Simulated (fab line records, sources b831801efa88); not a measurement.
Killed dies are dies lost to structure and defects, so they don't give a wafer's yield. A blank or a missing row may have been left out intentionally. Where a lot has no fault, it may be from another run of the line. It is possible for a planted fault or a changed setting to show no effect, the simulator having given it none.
2 desks looking at one fault ; flow sky130 ; what lay behind the numbers comes last; until then each desk has only its own

== FOR THE TOOL OWNER'S DESK: furnace-02 ==
The tool's own readings at SKY_GATE_OXIDE_OXIDATION_01 (stabilise 600 s, purge 300 s, target thk 10.268 nm): means of the sampled wafers that have a number, for each lot that ran on this tool. A lot is out of limits, marked OUT, if its mean lies more than 4 standard deviations from the usual mean; the brackets give that distance.
Columns: A = spike_tc_bottom_C at SKY_GATE_OXIDE_OXIDATION_01, usual 917.1 C; B = spike_tc_centre_C at SKY_GATE_OXIDE_OXIDATION_01, usual 900.4 C; C = spike_tc_lower_C at SKY_GATE_OXIDE_OXIDATION_01, usual 899.9 C; D = tube_center_temp_C at SKY_GATE_OXIDE_OXIDATION_01, usual 900 C; E = tube_center_temp_C_max at SKY_GATE_OXIDE_OXIDATION_01, usual 902.3
lot;first seen here;A;B;C;D;E
L561;day 12 15:26;916.7;900.5;898.5;900;902.6
L565;day 14 04:42;917.1;900.9;899.4;900;902.1
L566;day 14 10:22;917.6;900.8;899.9;900;902.2
L567;day 14 22:28;917.7;901.1;899.9;900;902.3
L568;day 15 09:40;917.9;900.9;900.8;900;902.1
L569;day 15 12:35;917.6;900.3;900.0;900;902.1
L571;day 16 02:14;913.0 (-4.3) OUT;897.4;896.5;896 (-51) OUT;898.5 (-10) OUT
L575;day 17 12:01;913.5;896.8;896.0;896 (-52) OUT;898.2 (-11) OUT
L581;day 19 17:18;917.1;900.4;900.2;900;902.3
L582;day 19 22:55;917.9;900.4;899.0;900;902.5
Finding of this desk: L571, L575 out of limits; the first was L571 at day 16 02:14, on spike_tc_bottom_C at SKY_GATE_OXIDE_OXIDATION_01. Within limits: L561, L565, L566, L567, L568, L569, L581, L582.

== AT THE METROLOGY DESK ==
Lot by lot, what the gauges showed, no matter which tool ran the lot: averages of those sampled wafers that carry a number. A lot is out of limits, marked OUT, if its mean lies more than 4 standard deviations from the usual mean; the brackets give that distance.
Columns: A = cd_nm at SKY_FIELD_ISO_CD_MEAS_13, usual 150.0 nm; B = cd_nm at SKY_VT_ADJUST_HVTP_CD_MEAS_07, usual 381.0 nm; C = SD_N_TW at SKY_SD_N_TW_MEAS_12, usual 3999
lot;first seen here;A;B;C
L561;day 2 05:15;152.4;381.2;3991
L563;day 2 15:47;149.0;380.6;4073
L564;day 2 20:07;150.3;383.1;4013
L565;day 3 01:50;150.5;375.7;3981
L566;day 3 05:51;149.4;379.0;3987
L567;day 3 12:15;147.3;381.8;4085
L568;day 3 19:43;150.8;381.1;3983
L569;day 3 22:44;152.1;383.6;3997
L571;day 4 08:46;148.0;385.6;4009
L575;day 5 05:56;150.2;377.3;3980
L581;day 6 12:19;150.7;376.2;3986
L582;day 6 18:39;150.1;383.5;3955
L583;day 6 22:40;149.7;380.9;3966
L584;day 7 03:49;148.1;380.0;3939
Finding of this desk: none of the 14 lots has anything out of limits.

== ALL TOGETHER ==
On L571, L575, at day 16 02:14, an alarm was possible from the tool owner's desk.
From the metrology desk's view, nothing was out of limits.
The metrology desk has L571, L575 on record, within its limits.
All the named lots went through SKY_GATE_OXIDE_OXIDATION_01 on furnace-02.

== WHAT THE SIMULATOR HAD INSERTED ==
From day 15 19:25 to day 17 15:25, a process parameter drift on furnace-02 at SKY_GATE_OXIDE_OXIDATION_01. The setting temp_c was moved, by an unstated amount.
Struck lots among those shown: L571, L575.
Delay in hours, fault start to first out-of-limits reading, by desk: the tool owner's desk at 7.
